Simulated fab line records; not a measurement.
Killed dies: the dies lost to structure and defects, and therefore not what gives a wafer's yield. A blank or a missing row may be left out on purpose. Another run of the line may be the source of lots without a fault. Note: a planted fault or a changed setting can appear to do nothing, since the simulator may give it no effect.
Which tool did it?	flow gf180mcu	14 lots, 42 wafers sampled, at 3 steps of a route of 602

WHAT EACH GAUGE READ, for each wafer
GF_M4_OVL_MEAS_15.
lot	measured	on	M4_OVL (nm)
L752	day 23 01:17	overlay-01	-4 -5 -9
L753	day 23 15:08	overlay-01	7 -4 -12
L754	day 24 06:13	overlay-02	3 -2 10
L758	day 25 16:23	overlay-01	-2 -4 -7
L760	day 26 02:20	overlay-02	-9 -9 -10
L761	day 26 12:01	overlay-02	-9 -9 -15
L762	day 26 22:05	overlay-02	-6 -9 -7
L763	day 27 10:15	overlay-02	-1 0 -2
L764	day 27 13:08	overlay-01	6 2 -1
L765	day 28 12:19	overlay-02	2 7 0
L766	day 28 15:19	overlay-01	-15 -11 -7
L769	day 29 05:49	overlay-01	2 3 8
L771	day 29 16:19	overlay-01	-9 -6 -3
L772	day 30 01:01	overlay-01	-7 -7 2

GF_V4_BOW_MEAS_05.
lot	measured	on	V4_BOW (um)
L752	day 23 02:41	film_metro-03	131 133 134
L753	day 23 16:25	film_metro-03	151 134 143
L754	day 24 07:30	film_metro-01	136 134 125
L758	day 25 17:37	film_metro-02	147 143 140
L760	day 26 03:39	film_metro-01	128 123 132
L761	day 26 13:19	film_metro-03	134 134 136
L762	day 26 23:27	film_metro-01	149 135 137
L763	day 27 12:05	film_metro-02	140 145 142
L764	day 27 14:23	film_metro-02	128 119 123
L765	day 28 13:49	film_metro-03	123 132 144
L766	day 28 16:46	film_metro-01	120 119 130
L769	day 29 07:03	film_metro-01	153 144 142
L771	day 29 17:38	film_metro-02	119 128 128
L772	day 30 02:17	film_metro-02	128 135 128

EACH LOT AND THE TOOL THAT RAN IT (in order: tool; ch and the chambers of the sampled wafers; start)
lot	GF_M4_STRIP_17
L752	plasma_asher-01 ch 0,1, day 23 01:28
L753	plasma_asher-01 ch 0,1, day 23 15:19
L754	plasma_asher-01 ch 0,1, day 24 06:21
L758	plasma_asher-01 ch 0,1, day 25 16:31
L760	plasma_asher-02 ch 0,1, day 26 02:29
L761	plasma_asher-01 ch 0,1, day 26 12:09
L762	plasma_asher-02 ch 0,1, day 26 22:20
L763	plasma_asher-04 ch 0,1, day 27 10:31
L764	plasma_asher-02 ch 0, day 27 13:16
L765	plasma_asher-04 ch 0,1, day 28 12:27
L766	plasma_asher-01 ch 0,1, day 28 15:36
L769	plasma_asher-01 ch 1, day 29 05:58
L771	plasma_asher-01 ch 1, day 29 16:28
L772	plasma_asher-04 ch 0,1, day 30 01:10
- GF_M4_STRIP_17: strips in O2/N2.

WHAT THE TOOLS THEMSELVES READ (means of the sampled wafers that have a number; where no wafer has one, the mark that the record gives instead)
GF_M4_STRIP_17.
lot	tool	drypump_motor_current_A (A)	heater_power_w (W)	oes_product_au (a.u.)	strip_time_to_endpoint_s (s)
L752	plasma_asher-01	6.2	327	0.553	7.84
L753	plasma_asher-01	6.2	334	0.556	7.83
L754	plasma_asher-01	5.9	351	0.560	7.84
L758	plasma_asher-01	6.2	331	0.553	7.82
L760	plasma_asher-02	5.8	347	0.556	7.84
L761	plasma_asher-01	6.2	332	0.555	7.90
L762	plasma_asher-02	5.9	353	0.558	7.88
L763	plasma_asher-04	5.8	335	0.560	7.91
L764	plasma_asher-02	5.7	347	0.553	7.83
L765	plasma_asher-04	5.8	341	0.562	7.86
L766	plasma_asher-01	5.9	349	0.554	7.84
L769	plasma_asher-01	6.6	305	0.554	7.82
L771	plasma_asher-01	6.6	314	0.557	7.89
L772	plasma_asher-04	5.9	351	0.558	7.93

THE ANSWER, worked out from the rows above alone
Rule: what is usual is taken from the lots themselves. The widest of any qualifying gaps counts: lots, ordered by their means at a reading, are off when they make up no more than a third of the lots, leave a main group of 4 or more, and stand apart from it by 3 or more times the standard deviation of that group's means. A main group is skipped when, at the precision printed for the reading in the tables above, its means are all equal. Also off: a lot with no number at a reading for which 4 or more lots have one. The other lots that the step has rows for count as sound. After the gauges, taken in route order, come the tools' own readings; for these a lot's mean is taken, as printed above. At the first step where some lot is off, the reading lying furthest off is the one used; lots without a number count as furthest.
None of the lots is off at any reading shown; this tells nothing.

WHAT THE SIMULATOR HAD INSERTED
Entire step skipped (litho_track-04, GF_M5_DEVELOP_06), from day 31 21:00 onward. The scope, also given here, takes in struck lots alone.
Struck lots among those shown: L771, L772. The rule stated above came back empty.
